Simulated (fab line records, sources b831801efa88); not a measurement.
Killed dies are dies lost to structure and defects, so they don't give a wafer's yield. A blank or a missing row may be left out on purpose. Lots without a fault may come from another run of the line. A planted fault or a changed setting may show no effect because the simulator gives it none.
fab line records | flow sky130
record lots=7 wafers=21 last_day=50
route steps=708 shown FIELD_ISO@3 NWELL@32 DNWELL@35 PWDE@52
lots that met no fault: from a run of the same line without faults
start_h: hours from the record's first day to the start of the lot's first wafer shown | wait_h: hours since the lot's step before | " the same as in the row above | L1.1+2: a row that stands for several wafers | - no value, or no start given | * or withheld: withheld | < > ~ a bound
route shown NAME@n: a module of which the file shows steps, and the number in the route of the first | usual: mean/standard deviation of fault-free wafers | same: alike in all rows | chamber/n: place in a boat | sites: the reading at each site | _std_site: their standard deviation | _edge_site: outer sites' mean less inner sites' | radius_mm: how far each site lies from the wafer's centre | mask NAME#n: copy n | behind: the tool/chamber that last shaped the wafer | hold: why the lot was held/for how many hours/how that ended | device: the transistor (n, p or np) that didn't switch | end of line: the same wafers' tests at the end of the route | a step without rows: its recipe alone | killed: dies lost to structure and defects at the first sort, not the wafer's yield | map: a wafer's dies, x killed, . not, _ none there
set.NAME: the setting as run; set.NAME@STEP: as run at that earlier step | model.NAME: the simulator's own value behind a step, which no gauge read
lots at some steps of the route; a table a step, a row a wafer
services: from which hour (start_h, from the record's first day; less than 0 if before it) a tool's chamber was out of use, for how many hours, and why
## steps
# step SKY_FIELD_ISO_THK_MEAS_02
# recipe reads=SiO2_of_FIELD_ISO_OXIDATION_01
# usual FIELD_ISO_OXIDATION_00_THK=11.93/0.26
# columns lot.wafer tool chamber start_h wait_h FIELD_ISO_OXIDATION_00_THK[nm]
L746.2 film_metro-01 - 47.54 0.0 11.76
L746.5 " - " " 11.93
L746.6 " - " " 11.74
L748.2 film_metro-01 - 56.98 0.0 11.80
L748.3 " - " " 11.97
L748.5 " - " " 11.85
L751.1 film_metro-02 - 71.63 0.0 11.78
L751.3 " - " " 11.73
L751.6 " - " " 11.79
L755.1 film_metro-04 - 91.79 0.0 12.02
L755.5 " - " " 11.96
L755.6 " - " " 11.81
L756.3 film_metro-02 - 97.52 0.0 11.79
L756.5 " - " " 11.58
L756.6 " - " " 11.78
L757.1 film_metro-01 - 101.63 0.0 12.09
L757.2 " - " " 12.08
L757.4 " - " " 12.17
L758.2 film_metro-02 - 107.26 0.0 11.59
L758.3 " - " " 11.66
L758.4 " - " " 11.40
# step SKY_FIELD_ISO_CVD_03
# recipe material=Si3N4 precursor=DCS/NH3 target_thk_nm=165 temp_c=770 time_s=2830 pressure_mtorr=250
# step SKY_FIELD_ISO_THK_MEAS_04
# recipe reads=Si3N4_of_FIELD_ISO_CVD_03
# usual FIELD_ISO_CVD_03_THK=164.6/1.5
# columns lot.wafer tool chamber start_h wait_h FIELD_ISO_CVD_03_THK[nm]
L746.2 film_metro-02 - 50.28 0.0 164.8
L746.5 " - " " 164.7
L746.6 " - " " 165.1
L748.2 film_metro-04 - 59.24 0.0 163.2
L748.3 " - " " 162.2
L748.5 " - " " 161.7
L751.1 film_metro-01 - 73.48 0.0 164.6
L751.3 " - " " 164.1
L751.6 " - " " 165.5
L755.1 film_metro-04 - 94.53 0.0 165.3
L755.5 " - " " 167.1
L755.6 " - " " 165.1
L756.3 film_metro-01 - 102.65 0.0 162.8
L756.5 " - " " 162.0
L756.6 " - " " 162.9
L757.1 film_metro-02 - 105.31 0.0 168.7
L757.2 " - " " 166.9
L757.4 " - " " 167.1
L758.2 film_metro-02 - 111.39 0.0 163.8
L758.3 " - " " 165.9
L758.4 " - " " 164.2
# step SKY_FIELD_ISO_DEHYDRATE_05
# recipe temp_c=200 time_s=60
# step SKY_FIELD_ISO_HMDS_06
# recipe prime_time_s=60 prime_temp_c=120
# step SKY_FIELD_ISO_COAT_07
# recipe resist=BARC temp_c=withheld time_s=withheld spin_rpm=3000 resist_thk_nm=60
# step SKY_FIELD_ISO_COAT_08
# recipe resist=KrF-thick spin_rpm=3000 resist_thk_nm=450
# step SKY_FIELD_ISO_SOFTBAKE_09
# recipe temp_c=100.6 time_s=90 resist=KrF-thick
# step SKY_FIELD_ISO_EXPOSE_10
# recipe mask_id=FOM na=0.68 source_shape=annular sigma_inner=0.4 sigma_outer=0.8 target_cd_nm=150 dose_mj=28
# step SKY_FIELD_ISO_PEB_11
# recipe peb_temp_c=withheld peb_time_s=withheld resist=KrF-thick
# step SKY_FIELD_ISO_DEVELOP_12
# recipe develop_time_s=60 resist=KrF-thick dev_temp_c=21
# step SKY_FIELD_ISO_CD_MEAS_13
# recipe target_cd_nm=150
# usual cd_nm=150.5/1.7
# columns lot.wafer tool chamber start_h wait_h cd_nm
L746.2 cd_sem-02 - 65.77 - 150.8
L746.5 " - " " 150.9
L746.6 " - " " 150.1
L748.2 cd_sem-02 - 74.88 - 149.5
L748.3 " - " " 150.1
L748.5 " - " " 150.0
L751.1 cd_sem-01 - 90.91 - 150.5
L751.3 " - " " 148.1
L751.6 " - " " 149.5
L755.1 cd_sem-01 - 112.21 - 147.1
L755.5 " - " " 147.1
L755.6 " - " " 147.4
L756.3 cd_sem-01 - 121.50 - 149.4
L756.5 " - " " 147.8
L756.6 " - " " 149.4
L757.1 cd_sem-01 - 124.13 - 149.5
L757.2 " - " " 149.2
L757.4 " - " " 149.0
L758.2 cd_sem-01 - 129.76 - 150.7
L758.3 " - " " 151.3
L758.4 " - " " 152.0
# step SKY_FIELD_ISO_ETCH_14
# recipe chemistry=N2/H2 target=BARC ion_energy_ev=200 source_w=500 bias_w=100 pressure_mtorr=30 n2_flow_sccm=100 h2_flow_sccm=200 stop_on=SiO2 time_s=45.9 target_depth_a=600
# usual drypump_motor_current_A=5.8/0.43 oes_product_au=0.854/0.0048 rf_fwd_power_W=494.7/2.6 run_length_s=74.3/0.49 throttle_valve_pct=13.226/0.0092
# columns lot.wafer tool chamber start_h wait_h drypump_motor_current_A oes_product_au rf_fwd_power_W rf_hours_counter_h run_length_s throttle_valve_pct model.etch.depth_nm model.KrF-thick_of_FIELD_ISO_COAT_08.thk_nm model.FIELD_ISO.cd_nm
L746.2 rie_diel-02 0 65.87 0.1 6.3 0.854 492.9 9 74.3 13.221 60.17 392 150.2
L746.5 " 3 " " 5.3 0.857 495.0 - 74.4 13.228 60.21 392.1 150.1
L746.6 " 0 " " 6.3 0.861 490.1 - 74.3 13.212 60.29 391.6 150.4
L748.2 rie_diel-01 3 74.98 0.1 5.5 0.852 497.7 169 73.3 13.230 59.69 393.6 150.2
L748.3 " 2 " " 5.4 0.856 491.3 81 74.3 13.228 59.91 392.5 150.2
L748.5 " 2 " " 5.4 0.856 492.5 - 74.8 13.235 59.85 392 149.9
L751.1 rie_diel-02 2 91.03 0.1 6.1 0.862 495.7 82 74.1 13.236 59.84 391.9 150.5
L751.3 " 3 " " 5.3 0.851 493.5 151 75.1 13.244 59.8 392.9 147.7
L751.6 " 0 " " 6.3 0.857 492.3 - 74.3 13.246 59.82 392.7 149.5
L755.1 rie_diel-02 2 112.33 0.1 6.1 0.855 492.2 82 73.9 13.225 60.3 391.3 146.9
L755.5 " 0 " " 6.3 0.857 491.7 - 74.6 13.221 60.26 392.4 148.1
L755.6 " 1 " " 5.8 0.984 - - 50.1 13.233 37.01 416.1 150.9
L756.3 rie_diel-01 2 121.58 0.1 5.4 0.856 490.5 82 74.3 13.223 59.98 393.6 148.8
L756.5 " 3 " " 5.5 0.855 495.2 - 73.4 13.234 59.92 392.4 147.1
L756.6 " 2 " " 5.4 0.852 492.1 - 74.3 13.226 60.1 393.2 149.7
L757.1 rie_diel-02 0 124.25 0.1 6.3 0.847 491.2 10 74.1 13.210 59.7 389.9 149
L757.2 " 2 " " 6.1 1.018 - 82 50.5 13.247 38.9 412.6 153.7
L757.4 " 1 " " 5.8 0.855 496.1 27 74.0 13.227 59.77 390.6 148.1
L758.2 rie_diel-02 0 129.86 0.1 6.3 1.007 - 10 50.7 13.230 37.88 414.3 155.5
L758.3 " 1 " " 5.7 0.860 497.7 27 74.0 13.230 60.27 394.3 151.4
L758.4 " 3 " " 5.3 0.855 495.1 152 74.7 13.222 60.21 390.5 151.9
# step SKY_FIELD_ISO_ETCH_15
# recipe chemistry=CHF3/O2 target_depth_nm=180 stop_on=Si source_w=600 bias_w=200 pressure_mtorr=40 chf3_flow_sccm=50 O2_flow_sccm=5 time_s=72
# usual drypump_motor_current_A=5.8/0.43 oes_product_au=0.945/0.0068 rf_fwd_power_W=595.7/2.7 run_length_s=100.4/0.51 throttle_valve_pct=8.843/0.011
# columns lot.wafer tool chamber start_h wait_h drypump_motor_current_A oes_product_au rf_fwd_power_W rf_hours_counter_h run_length_s throttle_valve_pct model.KrF-thick_of_FIELD_ISO_COAT_08.thk_nm
L746.2 rie_diel-02 0 65.92 0.0 6.3 0.938 592.1 9 101.1 8.860 235.4
L746.5 " 3 " " 5.3 0.954 596.2 - 100.9 8.845 233.8
L746.6 " 0 " " 6.3 0.943 591.2 - 100.2 8.849 235.3
L748.2 rie_diel-01 3 75.02 0.0 5.5 0.949 600.4 169 99.3 8.833 236
L748.3 " 2 " " 5.4 0.936 594.3 81 100.5 8.844 232.9
L748.5 " 2 " " 5.4 0.940 591.5 - 100.6 8.822 231.4
L751.1 rie_diel-02 2 91.07 0.0 6.1 0.945 596.1 82 100.2 8.846 230.9
L751.3 " 3 " " 5.3 0.945 596.2 151 100.7 8.830 234.8
L751.6 " 0 " " 6.3 0.946 591.5 - 100.6 8.845 235.5
L755.1 rie_diel-02 2 112.37 0.0 6.1 0.943 592.1 82 100.3 8.837 231.5
L755.5 " 0 " " 6.3 0.951 591.1 - 100.4 8.855 235
L755.6 " 1 " " 5.7 0.377 600.8 - 99.6 8.668 263.2
L756.3 rie_diel-01 2 121.62 0.0 5.4 0.936 592.2 82 100.4 8.842 235.5
L756.5 " 3 " " 5.5 0.932 597.5 - 99.2 8.839 238.1
L756.6 " 2 " " 5.4 0.942 592.9 - 100.7 8.848 235.2
L757.1 rie_diel-02 0 124.30 0.0 6.3 0.950 592.4 10 100.8 8.838 231
L757.2 " 2 " " 6.1 0.382 592.5 82 100.4 8.651 249.4
L757.4 " 1 " " 5.8 0.953 596.1 27 100.0 8.847 234.2
L758.2 rie_diel-02 0 129.91 0.0 6.3 0.373 589.9 10 100.3 8.658 255.8
L758.3 " 1 " " 5.7 0.948 599.4 27 99.7 8.851 239
L758.4 " 3 " " 5.3 0.938 593.3 152 100.4 8.844 232.5
# step SKY_FIELD_ISO_STRIP_16
# recipe chemistry=O2/N2 power_w=1400 pressure_mtorr=1500 platen_temp_c=withheld o2_flow_sccm=3000 n2_flow_sccm=300 overash_fraction=0.5
# usual drypump_motor_current_A=6.0/0.45 o2_flow_sccm=2999/8.6 oes_product_au=0.378/0.0048 strip_time_to_endpoint_s=3.54/0.04
# columns lot.wafer tool chamber start_h wait_h drypump_motor_current_A o2_flow_sccm oes_product_au rf_hours_counter_h strip_time_to_endpoint_s
L746.2 plasma_asher-03 1 65.97 0.0 6.5 2993 0.384 37 3.53
L746.5 " 0 " " 5.8 3000 0.378 - 3.53
L746.6 " 1 " " 6.5 2994 0.383 - 3.56
L748.2 plasma_asher-02 1 75.08 0.0 5.2 2986 0.382 39 3.55
L748.3 " 1 " " 5.2 2998 0.383 - 3.51
L748.5 " 1 " " 5.2 2991 0.378 - 3.49
L751.1 plasma_asher-02 1 91.13 0.0 5.2 3004 0.375 41 3.48
L751.3 " 1 " " 5.2 2996 0.375 - 3.54
L751.6 " 1 " " 5.2 3005 0.379 - 3.53
L755.1 plasma_asher-01 1 112.43 0.0 5.9 3017 0.367 30 3.49
L755.5 " 0 " " 6.2 2996 0.383 - 3.54
L755.6 " 1 " " 5.9 3019 0.398 - 3.84
L756.3 plasma_asher-02 0 121.71 0.1 6.3 2999 0.368 - 3.55
L756.5 " 1 " " 5.2 2992 0.372 - 3.56
L756.6 " 0 " " 6.3 2998 0.382 - 3.53
L757.1 plasma_asher-01 1 124.35 0.0 5.9 2990 0.379 32 3.48
L757.2 " 0 " " 6.2 2994 0.387 32 3.68
L757.4 " 0 " " 6.2 2985 0.372 - 3.51
L758.2 plasma_asher-02 1 129.96 0.0 5.2 2996 0.386 1 3.78
L758.3 " 1 " " 5.2 3002 0.376 - 3.57
L758.4 " 0 " " 6.4 3002 0.370 - 3.50
# step SKY_FIELD_ISO_ETCH_17
# recipe target_depth_a=3420 mask_material=Si3N4 chemistry=HBr/Cl2/O2 target=Si taper_deg=5 icp_w=600 bias_w=150 pressure_mtorr=15 HBr_flow_sccm=150 Cl2_flow_sccm=40 O2_flow_sccm=6 time_s=97.7
# usual drypump_motor_current_A=5.8/0.59 he_backside_leak_sccm=2.76/0.22 oes_product_au=0.996/0.011 rf_fwd_power_W=596.4/2.1 run_length_s=126.2/0.47 throttle_valve_pct=25.660/0.011
# columns lot.wafer tool chamber start_h wait_h drypump_motor_current_A he_backside_leak_sccm oes_product_au rf_fwd_power_W rf_hours_counter_h run_length_s throttle_valve_pct model.FIELD_ISO.cd_nm
L746.2 rie_si-02 0 66.07 0.1 6.4 2.93 1.000 598.2 91 126.3 25.657 149.1
L746.5 " 2 " " 4.9 2.54 1.004 595.1 - 126.1 25.649 150
L746.6 " 3 " " 5.2 2.57 0.987 599.7 - 126.3 25.668 148.4
L748.2 rie_si-02 1 75.18 0.1 6.2 2.89 0.991 596.1 12 125.4 25.653 149.7
L748.3 " 0 " " 6.4 3.03 1.002 594.8 91 126.3 25.656 151
L748.5 " 1 " " 6.2 2.87 1.002 595.4 - 125.5 25.637 150.2
L751.1 rie_si-01 1 91.23 0.1 5.8 2.52 1.016 597.8 77 126.4 25.645 149.5
L751.3 " 2 " " 5.7 2.91 0.999 599.2 3 126.7 25.668 147.6
L751.6 " 2 " " 5.7 2.85 0.995 597.0 - 126.9 25.661 149.6
L755.1 rie_si-01 3 112.53 0.1 6.2 3.16 0.975 597.7 73 126.6 25.673 147.9
L755.5 " 3 " " 6.2 3.13 0.978 599.2 - 126.8 25.683 148.9
L755.6 " 2 " " 5.7 2.73 0.993 592.8 - 126.7 25.666 151.6
L756.3 rie_si-02 3 121.77 0.0 5.2 2.71 0.988 599.7 1 125.8 25.669 149.9
L756.5 " 0 " " 6.4 3.16 0.991 597.0 - 126.2 25.663 146.6
L756.6 " 1 " " 6.2 3.15 0.991 595.7 - 125.4 25.669 151.5
L757.1 rie_si-01 3 124.45 0.1 6.2 3.14 0.967 597.5 73 126.9 25.673 149.4
L757.2 " 0 " " 6.5 2.47 0.993 597.1 26 126.9 25.665 153.4
L757.4 " 1 " " 5.8 2.56 0.999 596.9 77 125.8 25.640 149
L758.2 rie_si-02 0 130.06 0.1 6.4 3.10 1.001 598.2 91 126.5 25.645 156
L758.3 " 2 " " 4.8 2.74 0.991 596.9 79 126.3 25.653 152.5
L758.4 " 3 " " 5.2 2.75 0.974 601.9 1 125.8 25.673 153.2
# step SKY_FIELD_ISO_WET_ETCH_18
# recipe chemistry=H3PO4 target_depth_nm=25 temp_c=160 target=Si3N4 time_s=286
# step SKY_FIELD_ISO_CLEAN_19
# recipe chemistry=SC1/SC2 mix=1:4:20 temp_c=70 time_s=150
# step SKY_FIELD_ISO_CLEAN_20
# recipe chemistry=dHF time_s=20 dilution=100:1
# step SKY_FIELD_ISO_WET_ETCH_21
# recipe chemistry=dHF dilution=100:1 target_depth_nm=20 dry=ipa_marangoni target=SiO2 temp_c=25 time_s=400
# step SKY_FIELD_ISO_OXIDATION_22
# recipe temp_c=950 ambient=O2 stabilise_s=600 purge_s=300 target_thk_a=100 ox_time_s=623
# step SKY_FIELD_ISO_THK_MEAS_23
# recipe reads=SiO2_of_FIELD_ISO_OXIDATION_22
# usual FIELD_ISO_OXIDATION_01_THK=9.91/0.18
# columns lot.wafer tool chamber start_h wait_h FIELD_ISO_OXIDATION_01_THK[nm]
L746.2 film_metro-02 - 67.94 0.0 9.60
L746.5 " - " " 9.82
L746.6 " - " " 9.89
L748.2 film_metro-02 - 78.51 0.0 9.84
L748.3 " - " " 9.72
L748.5 " - " " 9.82
L751.1 film_metro-01 - 92.74 0.0 10.09
L751.3 " - " " 10.08
L751.6 " - " " 10.30
L755.1 film_metro-01 - 114.04 0.0 9.96
L755.5 " - " " 9.98
L755.6 " - " " 9.91
L757.1 film_metro-01 - 126.65 0.0 9.85
L757.2 " - " " 9.91
L757.4 " - " " 10.00
L756.3 film_metro-02 - 126.67 0.0 9.90
L756.5 " - " " 9.76
L756.6 " - " " 9.75
L758.2 film_metro-04 - 132.26 0.0 10.18
L758.3 " - " " 10.15
L758.4 " - " " 10.09
# step SKY_FIELD_ISO_CVD_24
# recipe material=SiO2 target_thk_nm=595 temp_c=650 sigma_open_frac=0.3 time_s=99.2 sih4_flow_sccm=60 pressure_mtorr=6
# step SKY_FIELD_ISO_THK_MEAS_25
# recipe reads=SiO2_of_FIELD_ISO_CVD_24
# usual FIELD_ISO_CVD_24_THK=597/5.8
# columns lot.wafer tool chamber start_h wait_h FIELD_ISO_CVD_24_THK[nm]
L746.2 film_metro-04 - 68.11 0.1 595
L746.5 " - " " 589
L746.6 " - " " 589
L748.2 film_metro-01 - 78.64 0.0 600
L748.3 " - " " 603
L748.5 " - " " 598
L751.1 film_metro-02 - 92.91 0.1 601
L751.3 " - " " 601
L751.6 " - " " 605
L755.1 film_metro-04 - 114.17 0.0 597
L755.5 " - " " 595
L755.6 " - " " 593
L757.1 film_metro-02 - 126.79 0.0 592
L757.2 " - " " 603
L757.4 " - " " 601
L756.3 film_metro-04 - 126.81 0.1 592
L756.5 " - " " 603
L756.6 " - " " 601
L758.2 film_metro-01 - 132.39 0.0 597
L758.3 " - " " 607
L758.4 " - " " 600
# step SKY_FIELD_ISO_ANNEAL_26
# recipe temp_c=1000 time_s=1800 ambient=N2
# step SKY_FIELD_ISO_CMP_27
# recipe stop_on=Si3N4 t_overpolish_s=16 down_force_psi=4 platen_rpm=60 target_thk_nm=457.8 pad_velocity_m_s=0.94248
# usual edge_zone_pressure_frac=1.000/0.0056 motor_current_A=11.6/1.1
# columns lot.wafer tool chamber start_h wait_h edge_zone_pressure_frac motor_current_A
L746.2 cmp-01 1 69.76 0.1 0.995 10.9
L746.6 " 3 " " 0.997 9.1
L746.5 " 0 " " 1.004 11.8
L748.2 cmp-02 1 81.45 0.0 0.996 11.9
L748.3 " 2 " " 1.006 12.8
L748.5 " 1 " " 0.998 11.6
L751.3 cmp-01 3 95.39 0.1 0.999 9.8
L751.1 " 0 " " 1.005 12.0
L751.6 " 1 " " 0.996 9.9
L755.1 cmp-01 0 116.93 0.0 0.991 11.4
L755.6 " 0 " " 0.996 12.7
L755.5 " 1 " " 0.991 10.0
L757.1 cmp-02 1 129.67 0.0 0.993 11.4
L757.4 " 3 " " 0.999 11.9
L757.2 " 0 " " 0.996 11.5
L756.3 cmp-01 2 129.77 0.1 1.001 10.5
L756.5 " 0 " " 1.004 12.8
L756.6 " 1 " " 1.009 10.6
L758.2 cmp-02 2 134.50 0.6 0.988 13.3
L758.4 " 3 " " 0.999 12.1
L758.3 " 0 " " 1.012 12.2
# step SKY_FIELD_ISO_WET_ETCH_28
# recipe chemistry=dHF target_depth_nm=23.7 target=SiO2 dilution=10:1 temp_c=25 time_s=47
# step SKY_FIELD_ISO_WET_ETCH_29
# recipe chemistry=H3PO4 target_depth_nm=160 target=Si3N4 temp_c=160 time_s=1825
# step SKY_FIELD_ISO_WET_ETCH_30
# recipe chemistry=dHF target_depth_nm=25 target=SiO2 dilution=10:1 temp_c=25 time_s=50
# step SKY_NWELL_CLEAN_00
# recipe chemistry=SC1/SC2 mix=1:4:20 temp_c=70 time_s=150 dry=n2_spin
# step SKY_NWELL_OXIDATION_01
# recipe temp_c=900 ambient=O2 stabilise_s=600 purge_s=300 target_thk_a=100 ox_time_s=1418
# step SKY_NWELL_THK_MEAS_02
# recipe reads=SiO2_of_NWELL_OXIDATION_01
# usual NWELL_OXIDATION_THK=9.88/0.17
# columns lot.wafer tool chamber start_h wait_h NWELL_OXIDATION_THK[nm]
L746.2 film_metro-01 - 72.40 0.0 9.99
L746.5 " - " " 9.84
L746.6 " - " " 9.97
L748.2 film_metro-02 - 84.43 0.0 9.84
L748.3 " - " " 9.81
L748.5 " - " " 9.95
L751.1 film_metro-03 - 98.21 0.0 9.83
L751.3 " - " " 9.81
L751.6 " - " " 9.86
L755.1 film_metro-02 - 122.62 0.0 10.10
L755.5 " - " " 9.91
L755.6 " - " " 9.89
L757.1 film_metro-02 - 133.22 0.0 9.90
L757.2 " - " " 9.85
L757.4 " - " " 9.77
L756.3 film_metro-03 - 133.24 0.0 9.62
L756.5 " - " " 9.52
L756.6 " - " " 9.50
L758.2 film_metro-01 - 136.81 0.0 9.84
L758.3 " - " " 9.72
L758.4 " - " " 9.72
# step SKY_DNWELL_DEHYDRATE_00
# recipe temp_c=200 time_s=60
# step SKY_DNWELL_HMDS_01
# recipe prime_time_s=60 prime_temp_c=120
# step SKY_DNWELL_COAT_02
# recipe spin_rpm=2000 resist_thk_nm=3057
# step SKY_DNWELL_SOFTBAKE_03
# recipe temp_c=110 time_s=withheld
# step SKY_DNWELL_EXPOSE_04
# recipe mask_id=DNM na=0.57 target_cd_nm=3000 dose_mj=222
# step SKY_DNWELL_PEB_05
# recipe temp_c=115 time_s=withheld
# step SKY_DNWELL_DEVELOP_06
# recipe wall_angle_deg=90 developer=TMAH develop_time_s=60 dev_temp_c=23
# step SKY_DNWELL_IMPLANT_07
# recipe species=P energy_kev=withheld dose_cm2=withheld tilt_deg=withheld
# step SKY_DNWELL_STRIP_08
# recipe chemistry=O2/N2 power_w=1400 pressure_mtorr=1500 platen_temp_c=withheld o2_flow_sccm=3000 n2_flow_sccm=300 overash_fraction=0.5
# usual drypump_motor_current_A=6.0/0.48 o2_flow_sccm=2999/10 oes_product_au=0.723/0.0046 strip_time_to_endpoint_s=37.61/0.099
# columns lot.wafer tool chamber start_h wait_h drypump_motor_current_A o2_flow_sccm oes_product_au rf_hours_counter_h strip_time_to_endpoint_s
L746.2 plasma_asher-02 0 89.19 0.1 6.3 2988 0.727 40 37.55
L746.5 " 1 " " 5.2 2995 0.719 - 37.64
L746.6 " 0 " " 6.4 2996 0.727 - 37.69
L748.2 plasma_asher-04 1 101.58 0.1 6.2 2997 0.716 40 37.52
L748.3 " 1 " " 6.2 2994 0.717 - 37.54
L748.5 " 0 " " 6.1 3002 0.722 - 37.64
L751.1 plasma_asher-04 1 116.41 0.1 6.2 3011 0.718 41 37.82
L751.3 " 1 " " 6.2 3016 0.724 - 37.84
L751.6 " 0 " " 6.0 2999 0.734 - 37.76
L755.1 plasma_asher-04 0 140.61 0.1 6.0 2984 0.720 45 37.76
L755.5 " 1 " " 6.3 2981 0.722 - 37.63
L755.6 " 0 " " 6.1 2972 0.726 - 37.58
L757.1 plasma_asher-03 1 151.91 0.1 6.5 2999 0.717 44 37.53
L757.2 " 0 " " 5.8 3007 0.726 44 37.54
L757.4 " 1 " " 6.5 2998 0.721 - 37.61
L756.3 plasma_asher-02 0 152.29 0.1 6.3 2983 0.716 - 37.58
L756.5 " 1 " " 5.2 3000 0.721 - 37.56
L756.6 " 0 " " 6.3 2980 0.719 - 37.65
L758.2 plasma_asher-04 1 156.29 0.1 6.2 2990 0.711 46 37.65
L758.3 " 1 " " 6.2 2986 0.717 - 37.53
L758.4 " 0 " " 6.1 2990 0.723 - 37.54
# step SKY_DNWELL_TW_MEAS_09
# usual DNWELL_TW=1118/5.2
# columns lot.wafer tool chamber start_h wait_h DNWELL_TW
L746.2 film_metro-02 - 89.30 0.1 1113
L746.5 " - " " 1126
L746.6 " - " " 1109
L748.2 film_metro-03 - 101.69 0.1 1114
L748.3 " - " " 1117
L748.5 " - " " 1113
L751.1 film_metro-01 - 116.51 0.1 1119
L751.3 " - " " 1120
L751.6 " - " " 1117
L755.1 film_metro-02 - 140.71 0.1 1115
L755.5 " - " " 1110
L755.6 " - " " 1110
L757.1 film_metro-02 - 152.01 0.1 1125
L757.2 " - " " 1121
L757.4 " - " " 1119
L756.3 film_metro-02 - 152.38 0.1 1119
L756.5 " - " " 1122
L756.6 " - " " 1126
L758.2 film_metro-03 - 156.40 0.1 1118
L758.3 " - " " 1121
L758.4 " - " " 1115
# step SKY_PWDE_OVL_MEAS_07
# usual PWDE_OVL=-1.2/1.3
# columns lot.wafer tool chamber start_h wait_h PWDE_OVL[nm]
L746.2 overlay-01 - 106.52 - -2.7
L746.5 " - " " -0.5
L746.6 " - " " -1.6
L748.2 overlay-02 - 120.21 - -2.5
L748.3 " - " " -1.7
L748.5 " - " " -1.1
L751.1 overlay-02 - 134.86 - -2.5
L751.3 " - " " -3.4
L751.6 " - " " -1.2
L755.1 overlay-02 - 159.66 - 0.1
L755.5 " - " " 0.1
L755.6 " - " " -
L757.1 overlay-02 - 171.56 - 1.4
L757.2 " - " " -
L757.4 " - " " 1.3
L756.3 overlay-02 - 171.92 - 0.2
L756.5 " - " " -0.3
L756.6 " - " " -1.4
L758.2 overlay-01 - 176.86 - -
L758.3 " - " " -1.6
L758.4 " - " " -1.1
# step SKY_NWELL_OVL_MEAS_10
# usual NWELL_00_OVL=0.4/1.6
# columns lot.wafer tool chamber start_h wait_h NWELL_00_OVL[nm]
L746.2 overlay-02 - 124.71 - 3.8
L746.5 " - " " 3.5
L746.6 " - " " 3.7
L748.2 overlay-02 - 138.90 - 0.6
L748.3 " - " " 0.8
L748.5 " - " " 1.3
L751.1 overlay-02 - 153.84 - 2.6
L751.3 " - " " 3.5
L751.6 " - " " 1.3
L755.1 overlay-01 - 179.91 - 1.3
L755.5 " - " " 2.1
L755.6 " - " " -
L757.1 overlay-01 - 192.76 - -0.2
L757.2 " - " " -
L757.4 " - " " 0.3
L756.3 overlay-01 - 193.92 - -2.4
L756.5 " - " " -1.1
L756.6 " - " " 0.3
L758.2 overlay-01 - 198.01 - -
L758.3 " - " " 1.0
L758.4 " - " " -0.3
## services
# columns tool chamber start_h hours kind
rie_si-01 2 47.27 9.2 repair
cmp-01 - 63.73 2.8 repair
cmp-02 - 64.14 4.0 pm
rie_diel-02 - 73.93 0.1 repair
cmp-01 - 76.87 4.2 repair
rie_diel-01 3 78.88 - clean
rie_diel-01 3 78.88 34.5 scheduled_down
rie_si-02 - 87.90 0.3 repair
cmp-01 - 106.80 1.5 repair
rie_diel-02 - 107.33 2.8 pm
plasma_asher-02 - 108.81 9.0 pm
plasma_asher-02 0 108.81 9.0 vent_cycle
plasma_asher-02 1 108.81 9.0 vent_cycle
plasma_asher-03 - 115.15 15.6 pm
cmp-02 - 116.77 12.5 repair
plasma_asher-02 - 117.81 2.8 pm
plasma_asher-02 0 117.81 - clean
plasma_asher-02 1 117.81 - clean
rie_diel-02 0 133.44 16.1 repair
cmp-01 - 133.58 1.9 repair
rie_diel-01 3 136.45 4.7 repair
cmp-02 - 141.56 1.4 repair
cmp-02 - 144.22 4.1 repair
rie_si-01 0 150.58 1.7 repair
## key
first_sign step=SKY_FIELD_ISO_ETCH_14 reading=run_length_s direction=down sigmas=49 usual=* struck=*
effect step=SKY_FIELD_ISO_ETCH_14 reading=oes_product_au direction=up sigmas=31 usual=0.854 struck=1.003
effect step=SKY_FIELD_ISO_ETCH_15 reading=oes_product_au direction=down sigmas=83 usual=0.945 struck=0.377
effect step=SKY_FIELD_ISO_STRIP_16 reading=strip_time_to_endpoint_s direction=up sigmas=5.7 usual=* struck=*
effect step=SKY_PWDE_OVL_MEAS_07 reading=PWDE_OVL direction=missing
effect step=SKY_NWELL_OVL_MEAS_10 reading=NWELL_00_OVL direction=missing
model_effect step=SKY_FIELD_ISO_ETCH_14 value=etch.depth_nm without=60.13 struck=37.93
model_effect step=SKY_FIELD_ISO_ETCH_15 value=KrF-thick_of_FIELD_ISO_COAT_08.thk_nm without=234 struck=256.2
model_effect step=SKY_FIELD_ISO_ETCH_17 value=FIELD_ISO.cd_nm without=149.2 struck=153.6
met_at SKY_FIELD_ISO_ETCH_14
struck_wafers L755.6,L757.2,L758.2
sort_left_out L755.6,L757.2,L758.2
tester_left_out L755,L757,L758
onset_between 91.03 112.33
fault kind=process_parameter_drift tool=rie_diel-02 chamber=- onset_h=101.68 steps=SKY_FIELD_ISO_ETCH_14 channel=time_s offset=* shape=step end_h=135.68 scope=struck_wafers_only acts_in=* stated=*
# tester_left_out: of these lots the tester's yield and bins aren't shown, on N5 and GAA mostly nor the transistor test; their killed dies are dies lost to structure and defects alone, not to doping, threshold or leakage, so they don't give the yield
# sort_left_out: the simulated sort isn't trusted on such a fault, so these wafers' sort isn't shown, and their yield isn't known
